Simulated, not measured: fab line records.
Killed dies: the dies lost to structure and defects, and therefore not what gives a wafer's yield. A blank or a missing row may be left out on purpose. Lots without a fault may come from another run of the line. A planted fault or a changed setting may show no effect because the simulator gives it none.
A struck lot beside a sound one :: flow sky130 :: 44 out of 708 route steps
Sound: wafers L247.1, L247.2, L247.5. Wafers L262.1, L262.5, L262.6 were the ones struck. The cause comes at the end.
At each step with rows: each side's tool, then ch and its chambers, then its first start. Under that, the readings that differ: sound wafers :: struck wafers :: difference of the means :: sigmas: that difference in standard deviations of wafers without a fault.
alike: readings with means less than 2 such deviations apart, plus words and numbers identical on both sides. not compared: withheld readings, readings lacking a value on some wafer, bounds such as >300 that could conceal the same value, and numbers that have no deviation in the record and whose values overlap.
Wherever a step has rows on one side only, a row that says differs or no value, or a row with sigmas, the two part there. Numbers that don't overlap but have no deviation are shown without sigmas and don't part them. A reading that every wafer of one side lacks parts them only if that side has two wafers or more.

first, 5 steps without rows for these wafers: SKY_FIELD_ISO_WET_ETCH_18 (etches Si3N4 in H3PO4, target depth 25 nm, time 286 s); SKY_FIELD_ISO_CLEAN_19 (cleans in SC1/SC2, time 150 s); SKY_FIELD_ISO_CLEAN_20 (cleans in dHF, time 20 s); SKY_FIELD_ISO_WET_ETCH_21 (etches SiO2 in dHF, target depth 20 nm, time 400 s); SKY_FIELD_ISO_OXIDATION_22 (stabilise 600 s, purge 300 s, target thk 10 nm).
SKY_FIELD_ISO_THK_MEAS_23:
  struck on filmMetro-04, day 5 13:10; sound on filmMetro-04, day 2 23:20
  alike: FIELD_ISO_OXIDATION_01_THK
then, 1 step without rows for these wafers: SKY_FIELD_ISO_CVD_24 (deposits SiO2, target thk 595 nm, time 99.2 s).
SKY_FIELD_ISO_THK_MEAS_25:
  struck on filmMetro-04, day 5 13:18; sound on filmMetro-02, day 2 23:30
reading: FIELD_ISO_CVD_24_THK (nm)
sound: 580 591 580
struck: 596 593 606
difference: +15
sigmas: +2
then, 1 step without rows for these wafers: SKY_FIELD_ISO_ANNEAL_26 (time 1800 s).
SKY_FIELD_ISO_CMP_27: polishes, stops on Si3N4, t overpolish 16 s, target thk 457.8 nm.
  sound on cmp-01 ch 0,2,3, day 3 02:11; struck on cmp-01 ch 1,2,3, day 5 15:23
  alike: edgeZonePressureFrac, motorCurrentA, overpolishRunS, timeToEndpointS
then, 2 steps without rows for these wafers: SKY_FIELD_ISO_WET_ETCH_28 (etches SiO2 in dHF, target depth 23.7 nm, time 47 s); SKY_FIELD_ISO_WET_ETCH_29 (etches Si3N4 in H3PO4, target depth 160 nm, time 1825 s).
SKY_FIELD_ISO_WET_ETCH_30: etches SiO2 in dHF, target depth 25 nm, time 50 s.
  sound on wetBench-03 ch 1, day 3 03:01; struck on wetBench-04 ch 0, day 5 16:05
reading: runLengthS (s)
sound: 76 76 76
struck: 119 119 119
difference: +43
sigmas: +14

reading: model.SiO2_of_FIELD_ISO_CVD_24.thkNm (nm)
sound: 403.7 404.5 403.6
struck: 378.2 379.8 380
difference: -24.6
sigmas: 
then, 2 steps without rows for these wafers: SKY_NWELL_CLEAN_00 (cleans in SC1/SC2, time 150 s); SKY_NWELL_OXIDATION_01 (stabilise 600 s, purge 300 s, target thk 10 nm).
SKY_NWELL_THK_MEAS_02:
  struck on filmMetro-01, day 5 18:40; sound on filmMetro-01, day 3 06:29
  alike: NWELL_OXIDATION_THK
then, 8 steps without rows for these wafers: SKY_DNWELL_DEHYDRATE_00 (time 60 s); SKY_DNWELL_HMDS_01 (prime time 60 s); SKY_DNWELL_COAT_02 (resist thk 3000 nm); SKY_DNWELL_SOFTBAKE_03; SKY_DNWELL_EXPOSE_04 (exposes mask DNM, target cd 3000 nm); SKY_DNWELL_PEB_05; SKY_DNWELL_DEVELOP_06 (develop time 60 s); SKY_DNWELL_IMPLANT_07.
SKY_DNWELL_STRIP_08: strips in O2/N2.
  sound on plasmaAsher-02 ch 0,1, day 3 21:37; struck on plasmaAsher-03 ch 0,1, day 6 13:01
  alike: chamberPressureMTorr, drypumpMotorCurrentA, oesProductAu, stripTimeToEndpointS
  not compared: rfHoursCounterH
SKY_DNWELL_TW_MEAS_09:
  struck on filmMetro-01, day 6 13:07; sound on filmMetro-03, day 3 21:43
  alike: DNWELL_TW
then, 7 steps without rows for these wafers: SKY_PWDE_DEHYDRATE_00 (time 60 s); SKY_PWDE_HMDS_01 (prime time 60 s); SKY_PWDE_COAT_02 (resist thk 3000 nm); SKY_PWDE_SOFTBAKE_03; SKY_PWDE_EXPOSE_04 (exposes mask PWDEM, target cd 840 nm); SKY_PWDE_PEB_05; SKY_PWDE_DEVELOP_06 (develop time 60 s).
SKY_PWDE_OVL_MEAS_07:
  struck on overlay-01, day 7 08:01; sound on overlay-02, day 4 13:28
  alike: PWDE_OVL
then, 1 step without rows for these wafers: SKY_PWDE_IMPLANT_08.
SKY_PWDE_STRIP_09: strips in O2/N2.
  sound on plasmaAsher-04 ch 0,1, day 4 13:47; struck on plasmaAsher-04 ch 0,1, day 7 08:11
reading: stripTimeToEndpointS (s)
sound: 36.69 36.69 36.82
struck: 36.93 37.13 37.06
difference: +0.31
sigmas: +3
  alike: chamberPressureMTorr, drypumpMotorCurrentA, oesProductAu
  not compared: rfHoursCounterH
SKY_PWDE_TW_MEAS_10:
  struck on filmMetro-03, day 7 08:17; sound on filmMetro-01, day 4 13:53
reading: PWDE_TW
sound: 375.2 375.1 378.8
struck: 371.1 371.5 370.0
difference: -5.5
sigmas: -2
then, 5 steps without rows for these wafers: SKY_NWELL_DEHYDRATE_03 (time 60 s); SKY_NWELL_HMDS_04 (prime time 60 s); SKY_NWELL_COAT_05 (resist thk 3000 nm); SKY_NWELL_SOFTBAKE_06; SKY_NWELL_EXPOSE_07 (exposes mask NWM, target cd 840 nm).
-- the record jumps here: 26 days lie between the struck wafers' starts before and after (it left off in module NWELL and takes up again in module SALICIDE, whose first step shown is number 361 of the route) --
SKY_SALICIDE_CLEAN_00: cleans in HF-last, time 30 s.
  sound on wetBench-04 ch 1, day 29 00:49; struck on wetBench-02 ch 0, day 32 21:37
reading: model.SiO2_of_FIELD_ISO_CVD_24.thkNm (nm)
sound: 357.1 358.2 357.3
struck: 331.7 333.3 333.5
difference: -24.7
sigmas: 
-- the record jumps here: 16 days lie between the struck wafers' starts before and after (it left off in module SALICIDE and takes up again in module PAD_OPEN, whose first step shown is number 708 of the route) --
SKY_PAD_OPEN_PROBE_99:
  struck on prober-01, day 49 08:30; sound on prober-02, day 46 15:33
reading: model.etest.pfet_16v.rOnOhmUm
sound: 1.514e+04 1.501e+04 1.498e+04
struck: 1.446e+04 1.473e+04 1.459e+04
difference: -4.500e+02
sigmas: 

reading: model.etest.resIsoPwell.rsOhmSq
sound: 2969 2896 2845
struck: 2418 2461 2402
difference: -476
sigmas: 

reading: model.etest.resIsoPwell.lineOhmUm
sound: 1128 1088 1071
struck: 922 936.6 914.6
difference: -171
sigmas: 

reading: model.etest.resNwell.rsOhmSq
sound: 1010 997.1 989.5
struck: 824 828.9 819.3
difference: -175
sigmas: 

reading: model.etest.capLiToPoly.cAfUm2
sound: 101.2 98.4 100.7
struck: 91 92.28 97.05
difference: -7
sigmas: 

reading: model.etest.capPolyToWell.cAfUm2
sound: 90.36 92.48 91.41
struck: 96.62 96.17 98.8
difference: +5.78
sigmas: 

reading: model.etest.fieldP.vtV (V)
sound: -43.54 -42.7 -42.46
struck: -33.53 -34.17 -33.25
difference: +9.25
sigmas: 

reading: model.etest.fieldN.vtV (V)
sound: 35.87 35.44 35.37
struck: 31.23 31.87 31.04
difference: -4.18
sigmas: 
  alike: killed_at_M0_to_M3, killed_at_M4_up, killedAtContacts, killedAtFrontEnd, killedAtOther, killedDies, killedOpen, killedShort

## WHERE THEY PART
Last at SKY_PWDE_TW_MEAS_10 as far as this record goes, first at SKY_FIELD_ISO_THK_MEAS_25. Later steps at which nothing parts them and some readings are alike: SKY_PAD_OPEN_PROBE_99.

WHY: what had been put in by the simulator
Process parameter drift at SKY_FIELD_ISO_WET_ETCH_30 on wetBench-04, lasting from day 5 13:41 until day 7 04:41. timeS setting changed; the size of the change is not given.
